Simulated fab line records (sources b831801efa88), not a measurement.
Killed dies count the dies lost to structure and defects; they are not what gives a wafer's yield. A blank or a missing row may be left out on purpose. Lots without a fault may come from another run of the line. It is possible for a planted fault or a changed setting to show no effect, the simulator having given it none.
fab line records	flow sky130
[record] lots = 10	wafers = 30	last-day = 50
route steps=708 shown METAL5@661 PAD_OPEN@708
lots with no fault: from the same line, run without faults
start-h: the number of hours between the record's first day and the start of the first shown wafer of the lot	wait-h: time in hours since the lot's previous step	" repeats the value in the row above	L1.1+2: one row covering several wafers at once	- no value, or no start given	* or withheld: withheld	< > ~ a bound
route shown NAME@n: names a module that has steps shown in the file, with the first one's number in the route	usual: mean and standard deviation over wafers with no fault	same: alike in all rows	chamber/n: place in a boat	sites: the reading at each site	_std_site: how widely they spread, as a standard deviation	_edge_site: mean of outer sites minus mean of inner sites	radius-mm: for every site, how far away it sits from the centre of the wafer	mask NAME#n: copy n	behind: the last tool/chamber to shape the wafer	hold: why the lot went on hold/how many hours it stayed there/how the hold came to an end	device: transistor that didn't switch, given as n, p or np	end of line: tests of these same wafers at the route's end	where a step has no rows: the recipe by itself	killed: count of dies lost to structure and defects at first sort (not the wafer's yield)	map: the dies of a wafer, with x for killed, . for not killed, _ for no die there
set.NAME: the setting the step ran with; set.NAME@STEP: the setting that earlier step ran with	model.NAME: the simulator's own value behind a step, which no gauge read
route steps across a sampled set of lots; one table per step, one row per wafer
services: a tool's chamber out of use, with start hour (start-h, from the record's first day; less than 0 if before it), hours out, and reason
[[steps]]
[step SKY_METAL5_SPUTTER_00]
[recipe] material = Ti	target-thk-nm = 15	power-w = 3000	time-s = 10	chamber-pressure-pa = 0.4
[usual] throttle-valve-pct = 30.4/0.87
lot.wafer	tool	chamber	start-h	wait-h	throttle-valve-pct
L910.3	pvd-sputter-01	-	1033.34	0.1	31.0
L910.5	"	-	"	"	30.9
L910.6	"	-	"	"	29.9
L913.2	pvd-sputter-02	-	1053.29	0.2	31.0
L913.4	"	-	"	"	31.0
L913.5	"	-	"	"	31.0
L912.2	pvd-sputter-02	-	1055.22	0.1	29.9
L912.3	"	-	"	"	31.0
L912.4	"	-	"	"	31.0
L914.1	pvd-sputter-02	-	1059.10	0.1	29.5
L914.2	"	-	"	"	30.5
L914.4	"	-	"	"	29.8
L918.1	pvd-sputter-01	-	1095.57	0.2	31.1
L918.3	"	-	"	"	31.0
L918.5	"	-	"	"	29.1
L916.4	pvd-sputter-04	-	1096.55	0.1	27.9
L916.5	"	-	"	"	31.3
L916.6	"	-	"	"	31.0
L920.2	pvd-sputter-02	-	1097.73	0.1	30.8
L920.3	"	-	"	"	30.9
L920.5	"	-	"	"	31.3
L921.1	pvd-sputter-02	-	1100.54	0.1	29.5
L921.3	"	-	"	"	30.7
L921.6	"	-	"	"	31.4
L925.1	pvd-sputter-04	-	1132.93	0.2	31.5
L925.4	"	-	"	"	30.2
L925.5	"	-	"	"	31.3
L927.1	pvd-sputter-02	-	1138.45	0.1	30.8
L927.2	"	-	"	"	31.3
L927.3	"	-	"	"	31.2
[step SKY_METAL5_SPUTTER_01]
[recipe] material = TiN	target-thk-nm = 20	power-w = 6500	time-s = 16.7	chamber-pressure-pa = 0.4
[usual] throttle-valve-pct = 30.4/0.84
lot.wafer	tool	chamber	start-h	wait-h	throttle-valve-pct
L910.3	pvd-sputter-01	-	1033.37	0.0	31.1
L910.5	"	-	"	"	30.9
L910.6	"	-	"	"	29.9
L913.2	pvd-sputter-02	-	1053.32	0.0	31.1
L913.4	"	-	"	"	30.7
L913.5	"	-	"	"	30.8
L912.2	pvd-sputter-02	-	1055.24	0.0	29.8
L912.3	"	-	"	"	30.9
L912.4	"	-	"	"	31.0
L914.1	pvd-sputter-02	-	1059.13	0.0	29.7
L914.2	"	-	"	"	30.7
L914.4	"	-	"	"	29.6
L918.1	pvd-sputter-01	-	1095.60	0.0	30.8
L918.3	"	-	"	"	31.2
L918.5	"	-	"	"	28.8
L916.4	pvd-sputter-04	-	1096.57	0.0	28.5
L916.5	"	-	"	"	31.4
L916.6	"	-	"	"	30.6
L920.2	pvd-sputter-02	-	1097.75	0.0	30.9
L920.3	"	-	"	"	30.9
L920.5	"	-	"	"	31.2
L921.1	pvd-sputter-02	-	1100.56	0.0	29.5
L921.3	"	-	"	"	30.8
L921.6	"	-	"	"	31.3
L925.1	pvd-sputter-04	-	1132.95	0.0	31.5
L925.4	"	-	"	"	30.6
L925.5	"	-	"	"	31.3
L927.1	pvd-sputter-02	-	1138.47	0.0	30.5
L927.2	"	-	"	"	31.2
L927.3	"	-	"	"	30.6
[step SKY_METAL5_RS_MEAS_05]
[recipe] thk-meas-gauge = four-point-probe	reads = TiN_of_METAL5_SPUTTER_04+Ti_of_METAL5_SPUTTER_03+AlCu_of_METAL5_SPUTTER_02+TiN_of_METAL5_SPUTTER_01+Ti_of_METAL5_SPUTTER_00
[usual] METAL5_ALCU_RS = 0.02718/0.00029
lot.wafer	tool	chamber	start-h	wait-h	METAL5_ALCU_RS[ohm/sq]
L910.3	film-metro-02	-	1033.57	0.1	0.02727
L910.5	"	-	"	"	0.02747
L910.6	"	-	"	"	0.02691
L913.2	film-metro-02	-	1053.48	0.0	0.02712
L913.4	"	-	"	"	0.02737
L913.5	"	-	"	"	0.02707
L912.2	film-metro-04	-	1055.41	0.0	0.02681
L912.3	"	-	"	"	0.02708
L912.4	"	-	"	"	0.02701
L914.1	film-metro-02	-	1059.27	0.0	0.02705
L914.2	"	-	"	"	0.0274
L914.4	"	-	"	"	0.02708
L918.1	film-metro-02	-	1095.74	0.0	0.02689
L918.3	"	-	"	"	0.0269
L918.5	"	-	"	"	0.02661
L916.4	film-metro-01	-	1096.77	0.1	0.02698
L916.5	"	-	"	"	0.02688
L916.6	"	-	"	"	0.02698
L920.2	film-metro-01	-	1097.92	0.0	0.0276
L920.3	"	-	"	"	0.02766
L920.5	"	-	"	"	0.02761
L921.1	film-metro-01	-	1100.70	0.0	0.02703
L921.3	"	-	"	"	0.02718
L921.6	"	-	"	"	0.02701
L925.1	film-metro-02	-	1133.09	0.0	0.02686
L925.4	"	-	"	"	0.02691
L925.5	"	-	"	"	0.02713
L927.1	film-metro-01	-	1138.62	0.0	0.02787
L927.2	"	-	"	"	0.02744
L927.3	"	-	"	"	0.02779
[step SKY_METAL5_METAL_ETCH_15]
[recipe] target-depth-a = 12600	stop-on = SiO2	over-etch-frac = 0.2	time-s = 252	chemistry = Cl2/BCl3	resist-sidewall-deg = 86	pressure-mtorr = 10	icp-w = 900	bias-w = 48.5	Cl2_flow_sccm = 60	bcl3-flow-sccm = 30
[usual] bias-w = 48.49/0.15	drypump-motor-current-A = 5.69/0.15	mfc-cl2-sccm = 60.00/0.19	oes-product-au = 0.894/0.0051	rf-fwd-power-W = 897.3/2.5	throttle-valve-pct = 22.265/0.01
lot.wafer	tool	chamber	start-h	wait-h	bias-w	drypump-motor-current-A	mfc-cl2-sccm	oes-product-au	rf-fwd-power-W	rf-hours-counter-h	throttle-valve-pct
L910.3	rie-metal-03	0	1054.86	0.1	48.58	5.77	59.68	0.883	898.4	-	22.258
L910.5	"	0	"	"	48.82	5.79	59.82	0.899	898.8	-	22.245
L910.6	"	1	"	"	48.63	5.74	60.42	0.892	897.2	-	22.267
L913.2	rie-metal-01	1	1076.19	0.0	48.39	5.70	59.97	0.892	900.1	8	22.261
L913.4	"	1	"	"	48.46	5.72	60.13	0.906	896.6	-	22.277
L913.5	"	1	"	"	48.30	5.68	60.28	0.898	897.1	-	22.263
L912.2	rie-metal-03	0	1076.54	0.0	48.27	5.78	59.88	0.892	895.6	14	22.267
L912.3	"	1	"	"	48.59	5.67	59.89	0.895	897.9	-	22.264
L912.4	"	0	"	"	48.30	5.79	59.99	0.895	898.0	-	22.262
L914.1	rie-metal-03	1	1079.94	0.0	48.57	5.71	59.81	0.895	899.8	23	22.267
L914.2	"	0	"	"	48.40	5.75	59.94	0.896	897.5	14	22.262
L914.4	"	0	"	"	48.10	5.76	60.05	0.897	896.1	-	22.259
L918.1	rie-metal-03	1	1114.39	0.0	48.72	5.73	59.97	0.888	895.9	25	22.267
L918.3	"	1	"	"	48.72	5.72	59.90	0.891	897.1	-	22.278
L918.5	"	1	"	"	48.49	5.76	60.19	0.895	891.5	-	22.262
L916.4	rie-metal-03	0	1116.51	0.1	48.16	5.81	59.93	0.897	894.7	-	22.280
L916.5	"	0	"	"	48.26	5.80	60.13	0.896	898.6	-	22.270
L916.6	"	1	"	"	59.99	5.73	60.15	0.894	892.1	-	22.278
L920.2	rie-metal-01	0	1117.69	0.0	48.46	5.81	60.10	0.895	890.0	3	22.269
L920.3	"	1	"	"	48.44	5.71	60.09	0.883	898.0	-	22.276
L920.5	"	1	"	"	48.56	5.69	60.13	0.890	899.8	-	22.252
L921.1	rie-metal-02	1	1120.09	0.0	48.57	5.72	59.84	0.893	895.2	1	22.248
L921.3	"	1	"	"	48.59	5.71	59.91	0.891	898.3	-	22.259
L921.6	"	1	"	"	48.58	5.71	60.04	0.900	898.3	-	22.256
L925.1	rie-metal-03	0	1151.09	0.0	48.42	5.80	59.93	0.887	898.1	20	22.250
L925.4	"	1	"	"	59.97	5.75	59.89	0.899	895.6	-	22.284
L925.5	"	1	"	"	59.89	5.77	59.78	0.889	899.5	-	22.276
L927.1	rie-metal-02	0	1157.74	0.0	48.56	5.39	59.98	0.884	899.4	18	22.273
L927.2	"	1	"	"	48.26	5.71	59.89	0.891	901.0	3	22.277
L927.3	"	1	"	"	48.29	5.69	59.90	0.888	896.6	-	22.265
[step SKY_METAL5_STRIP_16]
[recipe] chemistry = O2/N2	power-w = 1400	pressure-mtorr = 1500	platen-temp-c = withheld	o2-flow-sccm = 3000	n2-flow-sccm = 300	overash-fraction = 0.5
[usual] drypump-motor-current-A = 6.16/0.29	oes-product-au = 0.710/0.0049	strip-time-to-endpoint-s = 13.07/0.11
[same] overash-fraction = 0.5
lot.wafer	tool	chamber	start-h	wait-h	drypump-motor-current-A	oes-product-au	rf-hours-counter-h	strip-time-to-endpoint-s
L910.3	plasma-asher-04	0	1055.05	0.1	6.84	0.708	-	12.93
L910.5	"	0	"	"	6.81	0.718	-	13.06
L910.6	"	1	"	"	5.81	0.706	-	13.20
L913.2	plasma-asher-04	1	1076.42	0.2	5.81	0.711	68	12.96
L913.4	"	1	"	"	5.85	0.714	-	12.89
L913.5	"	1	"	"	5.81	0.704	-	12.87
L912.2	plasma-asher-03	0	1076.77	0.2	6.13	0.715	31	12.85
L912.3	"	1	"	"	6.02	0.709	-	12.84
L912.4	"	0	"	"	6.12	0.714	-	12.81
L914.1	plasma-asher-02	0	1080.17	0.2	6.36	0.709	2	12.86
L914.2	"	1	"	"	5.99	0.714	2	12.88
L914.4	"	0	"	"	6.34	0.702	-	12.78
L918.1	plasma-asher-02	1	1114.62	0.2	5.99	0.706	4	13.13
L918.3	"	1	"	"	6.04	0.706	-	13.17
L918.5	"	1	"	"	6.03	0.716	-	13.11
L916.4	plasma-asher-02	1	1116.70	0.1	5.98	0.703	-	13.00
L916.5	"	0	"	"	6.34	0.703	-	13.02
L916.6	"	1	"	"	5.98	0.709	-	12.19
L920.2	plasma-asher-03	0	1117.92	0.2	6.13	0.708	36	13.03
L920.3	"	1	"	"	6.02	0.708	-	13.03
L920.5	"	1	"	"	6.01	0.714	-	13.15
L921.1	plasma-asher-04	1	1120.32	0.2	5.83	0.698	72	13.24
L921.3	"	0	"	"	6.81	0.713	-	13.16
L921.6	"	0	"	"	6.82	0.707	-	13.23
L925.1	plasma-asher-02	0	1151.32	0.2	6.37	0.705	8	13.09
L925.4	"	0	"	"	6.37	0.708	-	12.32
L925.5	"	0	"	"	6.36	0.714	-	12.26
L927.1	plasma-asher-03	0	1157.97	0.2	6.12	0.705	39	13.06
L927.2	"	1	"	"	5.99	0.705	39	12.98
L927.3	"	1	"	"	5.98	0.708	-	13.15
[step SKY_PAD_OPEN_PROBE_99]
[usual] defect-limited-yield = 82.3/1.9	killed_at_M0_to_M3 = 43/6.7	killed_at_M4_up = 3.2/1.8	killed-at-contacts = 25/5.2	killed-at-front-end = 15/4.4	killed-at-other = 0.2/0.4	killed-dies = 87/9.3	killed-open = 48/7.1	killed-short = 39/6	sort_bin_3_pad_short = 0.9/0.41	sort_bin_5_function = 10.5/1.4	sort_bin_6_memory = 6.3/1.1	sort-n-pass = 405/9.3	sort-yield-pct = 82.3/1.9
[same] gross-dies = 492	killed-at-back-side = 0	sort_bin_4_leakage[%] = 0	sort_bin_8_speed[%] = 0
lot.wafer	tool	chamber	start-h	wait-h	defect-limited-yield[%]	killed_at_M0_to_M3	killed_at_M4_up	killed-at-contacts	killed-at-front-end	killed-at-other	killed-dies	killed-open	killed-short	sort_bin_3_pad_short[%]	sort_bin_5_function[%]	sort_bin_6_memory[%]	sort-n-pass	sort-yield-pct[%]
L912.2	prober-02	-	1120.54	0.1	83.3	43	5	22	11	1	82	39	43	0.4	9.3	6.9	410	83.3
L912.3	prober-02	-	1120.59	0.2	82.1	44	4	23	17	0	88	53	35	0.2	11.2	6.5	404	82.1
L912.4	prober-02	-	1120.64	0.2	79.9	56	2	20	21	0	99	52	47	1.4	9.6	9.1	393	79.9
L914.1	prober-01	-	1122.77	0.1	81.9	46	4	29	10	0	89	57	32	1.0	10.8	6.3	403	81.9
L914.2	prober-01	-	1122.82	0.1	82.1	40	5	26	17	0	88	54	34	0.6	11.2	6.1	404	82.1
L914.4	prober-01	-	1122.92	0.2	81.9	35	6	26	22	0	89	53	36	0.6	9.3	8.1	403	81.9
L916.4	prober-02	-	1158.76	0.2	84.1	50	3	16	9	0	78	43	35	0.8	9.6	5.5	414	84.1
L916.5	prober-02	-	1158.81	0.2	85.0	40	2	19	13	0	74	38	36	0.4	8.9	5.7	418	85.0
L916.6	prober-02	-	1158.86	0.2	81.9	45	7	19	18	0	89	41	48	0.8	11.2	6.1	403	81.9
L920.2	prober-01	-	1159.98	0.1	81.5	48	2	28	13	0	91	57	34	1.2	10.6	6.7	401	81.5
L920.3	prober-01	-	1160.03	0.2	83.1	37	0	26	20	0	83	50	33	0.6	9.8	6.5	409	83.1
L920.5	prober-01	-	1160.13	0.2	84.6	40	6	23	7	0	76	39	37	1.0	9.3	5.1	416	84.6
L925.1	prober-02	-	1188.05	0.1	82.9	41	4	22	17	0	84	45	39	1.0	10.8	5.3	408	82.9
L925.4	prober-02	-	1188.20	0.2	84.8	38	1	25	11	0	75	45	30	0.6	8.7	5.9	417	84.8
L925.5	prober-02	-	1188.25	0.2	84.3	42	4	21	10	0	77	39	38	1.6	9.3	4.7	415	84.3
L927.1	prober-02	-	1194.62	0.1	78.5	56	1	30	19	0	106	58	48	1.0	13.2	7.3	386	78.5
L927.2	prober-02	-	1194.67	0.1	80.3	44	4	28	21	0	97	62	35	0.6	11.4	7.7	395	80.3
L927.3	prober-02	-	1194.72	0.2	81.7	49	5	27	9	0	90	63	27	1.0	11.2	6.1	402	81.7
// killed by level:class
L912.2 METAL1:geometric-particle:short=8 VIA1:geometric-particle:open=7 VIA3:geometric-particle:open=7 CONTACT:geometric-particle:open=6 FIELD_ISO:geometric-particle:open=5 VIA1:geometric-particle:short=5 METAL2:geometric-particle:short=5 FIELD_ISO:geometric-particle:short=4
L912.3 VIA1:geometric-particle:open=16 LOCAL_INTERCONNECT:geometric-particle:short=7 CONTACT:geometric-particle:open=6 VIA3:geometric-particle:open=6 LI_CONTACT:geometric-particle:open=5 VIA2:geometric-particle:open=5 FIELD_ISO:geometric-particle:short=4 FIELD_ISO:geometric-particle:open=4
L912.4 VIA1:geometric-particle:open=14 VIA1:geometric-particle:short=9 POLY_GATE:geometric-particle:short=6 METAL1:geometric-particle:short=6 CONTACT:geometric-particle:short=6 VIA3:geometric-particle:open=6 LI_CONTACT:geometric-particle:open=5 CONTACT:geometric-particle:open=5
L914.1 LI_CONTACT:geometric-particle:open=15 CONTACT:geometric-particle:open=9 VIA3:geometric-particle:open=9 VIA1:geometric-particle:open=8 METAL2:geometric-particle:short=7 VIA2:geometric-particle:open=6 METAL1:geometric-particle:short=6 VIA2:geometric-particle:short=3
L914.2 CONTACT:geometric-particle:open=14 LI_CONTACT:geometric-particle:open=7 METAL1:geometric-particle:short=7 FIELD_ISO:geometric-particle:open=6 VIA2:geometric-particle:open=6 VIA1:geometric-particle:short=5 VIA1:geometric-particle:open=5 VIA3:geometric-particle:open=5
L914.4 VIA1:geometric-particle:open=12 CONTACT:geometric-particle:open=10 VIA3:geometric-particle:open=7 METAL2:geometric-particle:short=7 FIELD_ISO:geometric-particle:short=6 FIELD_ISO:geometric-particle:open=5 POLY_GATE:geometric-particle:short=5 LI_CONTACT:geometric-particle:open=5
L916.4 VIA3:geometric-particle:open=9 VIA1:geometric-particle:open=8 METAL2:geometric-particle:short=8 VIA2:geometric-particle:open=6 VIA1:geometric-particle:short=6 CONTACT:geometric-particle:open=5 LI_CONTACT:geometric-particle:open=5 METAL1:geometric-particle:short=5
L916.5 CONTACT:geometric-particle:open=9 METAL2:geometric-particle:short=9 METAL1:geometric-particle:short=7 VIA3:geometric-particle:open=7 VIA2:geometric-particle:open=6 VIA1:geometric-particle:open=5 FIELD_ISO:geometric-particle:open=4 CONTACT:geometric-particle:short=4
L916.6 VIA1:geometric-particle:open=12 FIELD_ISO:geometric-particle:short=7 LI_CONTACT:geometric-particle:open=7 VIA3:geometric-particle:open=7 METAL2:geometric-particle:short=6 METAL4:geometric-particle:short=5 VIA3:geometric-particle:short=5 LOCAL_INTERCONNECT:geometric-particle:short=4
L920.2 CONTACT:geometric-particle:open=14 METAL1:geometric-particle:short=8 VIA1:geometric-particle:open=8 VIA2:geometric-particle:open=8 VIA3:geometric-particle:open=7 LI_CONTACT:geometric-particle:open=6 POLY_GATE:geometric-particle:open=4 METAL2:geometric-particle:short=4
L920.3 LI_CONTACT:geometric-particle:open=11 FIELD_ISO:geometric-particle:short=10 VIA1:geometric-particle:open=10 VIA2:geometric-particle:open=7 CONTACT:geometric-particle:open=6 FIELD_ISO:geometric-particle:open=5 VIA3:geometric-particle:open=5 METAL1:geometric-particle:open=4
L920.5 VIA1:geometric-particle:open=10 CONTACT:geometric-particle:open=10 METAL2:geometric-particle:short=8 VIA3:geometric-particle:open=7 LI_CONTACT:geometric-particle:open=5 METAL1:geometric-particle:short=5 METAL4:geometric-particle:short=4 CONTACT:geometric-particle:short=4
L925.1 METAL2:geometric-particle:short=8 FIELD_ISO:geometric-particle:open=7 CONTACT:geometric-particle:open=7 METAL1:geometric-particle:short=6 VIA1:geometric-particle:open=6 VIA2:geometric-particle:open=6 LI_CONTACT:geometric-particle:open=5 VIA3:geometric-particle:open=5
L925.4 CONTACT:geometric-particle:open=10 VIA1:geometric-particle:open=10 LI_CONTACT:geometric-particle:open=6 METAL1:geometric-particle:short=6 VIA2:geometric-particle:open=6 VIA1:geometric-particle:short=5 VIA3:geometric-particle:open=5 LI_CONTACT:geometric-particle:short=3
L925.5 LI_CONTACT:geometric-particle:open=7 CONTACT:geometric-particle:open=7 VIA1:geometric-particle:short=7 VIA1:geometric-particle:open=6 VIA3:geometric-particle:open=6 METAL1:geometric-particle:short=5 METAL2:geometric-particle:short=5 VIA2:geometric-particle:open=5
L927.1 VIA1:geometric-particle:open=13 CONTACT:geometric-particle:open=12 LI_CONTACT:geometric-particle:open=8 METAL2:geometric-particle:short=8 VIA3:geometric-particle:open=8 FIELD_ISO:geometric-particle:open=7 CONTACT:geometric-particle:short=7 METAL1:geometric-particle:short=6
L927.2 LI_CONTACT:geometric-particle:open=10 VIA2:geometric-particle:open=10 CONTACT:geometric-particle:open=9 VIA1:geometric-particle:open=9 METAL1:geometric-particle:short=7 FIELD_ISO:geometric-particle:short=5 FIELD_ISO:geometric-particle:open=5 POLY_GATE:geometric-particle:open=4
L927.3 VIA1:geometric-particle:open=21 CONTACT:geometric-particle:open=15 LI_CONTACT:geometric-particle:open=6 VIA3:geometric-particle:open=6 METAL3:geometric-particle:short=4 VIA2:geometric-particle:open=4 POLY_GATE:geometric-particle:open=3 SPACER:geometric-particle:open=3
[[services]]
tool	chamber	start-h	hours	kind
pvd-sputter-02	3	1049.51	-	consumable-replace:kit
pvd-sputter-02	3	1049.51	18.0	scheduled-down
pvd-sputter-02	3	1049.51	18.0	vent-cycle
pvd-sputter-01	-	1053.19	4.2	repair
plasma-asher-02	-	1055.25	9.0	pm
plasma-asher-02	0	1055.25	9.0	vent-cycle
plasma-asher-02	1	1055.25	9.0	vent-cycle
plasma-asher-02	0	1064.25	-	clean
plasma-asher-02	1	1064.25	-	clean
pvd-sputter-02	2	1081.67	-	consumable-replace:kit
pvd-sputter-02	2	1081.67	18.0	scheduled-down
pvd-sputter-02	2	1081.67	18.0	vent-cycle
plasma-asher-02	-	1090.13	2.8	repair
pvd-sputter-04	3	1099.31	-	consumable-replace:kit
pvd-sputter-04	3	1099.31	18.0	scheduled-down
plasma-asher-04	-	1113.64	4.6	repair
pvd-sputter-01	-	1138.86	4.1	repair
rie-metal-02	1	1140.36	3.9	repair
rie-metal-02	-	1145.26	1.4	pm
pvd-sputter-04	-	1154.26	4.3	repair
plasma-asher-02	-	1154.65	1.8	repair
pvd-sputter-02	1	1155.38	-	consumable-replace:kit
pvd-sputter-02	1	1155.38	18.0	scheduled-down
pvd-sputter-02	1	1155.38	18.0	vent-cycle
[[key]]
[first-sign] step = SKY_METAL5_METAL_ETCH_15	reading = bias-w	direction = up	sigmas = 76	usual = 48.49	struck = 59.95
[effect] step = SKY_METAL5_STRIP_16	reading = strip-time-to-endpoint-s	direction = down	sigmas = 7.2	usual = *	struck = *
met-at SKY_METAL5_METAL_ETCH_15
struck-lots L916,L925
struck-wafers L916.6,L925.4,L925.5
not-acting-at SKY_METAL5_SPUTTER_00,SKY_METAL5_SPUTTER_01,SKY_METAL5_RS_MEAS_05
onset-between 1114.39 1116.51
[fault] kind = process-parameter-drift	tool = rie-metal-03	chamber = 1	onset-h = 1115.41	steps = SKY_METAL5_METAL_ETCH_15	channel = bias-w	offset = 11.308	shape = step	end-h = 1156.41	acts-in = these-recipes-only	stated = 48.5
